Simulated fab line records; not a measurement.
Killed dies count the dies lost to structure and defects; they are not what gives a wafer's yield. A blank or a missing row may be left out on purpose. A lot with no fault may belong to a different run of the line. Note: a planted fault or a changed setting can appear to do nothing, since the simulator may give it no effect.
What tool caused it? ; flow sky130 ; route of 708 steps, sampled at 1 step: 7 lots, 21 wafers

== WHAT THE GAUGES READ, wafer by wafer ==
SKY_FIELD_ISO_THK_MEAS_02.
lot;measured;on;FIELD_ISO_OXIDATION_00_THK (nm)
L803;day 1 17:23;film_metro-03;11.97 11.82 11.79
L805;day 2 03:32;film_metro-04;12.17 12.25 12.03
L807;day 2 14:44;film_metro-04;12.00 12.11 12.01
L812;day 3 14:24;film_metro-04;12.08 11.89 11.87
L816;day 4 10:44;film_metro-04;11.97 12.20 12.02
L820;day 5 07:27;film_metro-01;12.02 12.42 12.11
L824;day 6 03:01;film_metro-01;12.00 11.96 12.01

== WHICH TOOL RAN EACH LOT (tool, then ch and the chambers of the sampled wafers, then the start) ==
The record holds no process step before these readings.

== THE ANSWER, worked out from the rows above alone ==
Rule: the lots themselves supply what counts as usual. The widest of any qualifying gaps counts: lots, ordered by their means at a reading, are off when they make up no more than a third of the lots, leave a main group of 4 or more, and stand apart from it by 3 or more times the standard deviation of that group's means. Not used: any main group whose means are identical at the precision the tables above print for the reading. Also off: a lot with no number at a reading for which 4 or more lots have one. Any other lot the step has rows for is counted as sound.
Nothing can be told from this: no lot is off at any reading shown.

== WHAT HAD BEEN PUT IN BY THE SIMULATOR ==
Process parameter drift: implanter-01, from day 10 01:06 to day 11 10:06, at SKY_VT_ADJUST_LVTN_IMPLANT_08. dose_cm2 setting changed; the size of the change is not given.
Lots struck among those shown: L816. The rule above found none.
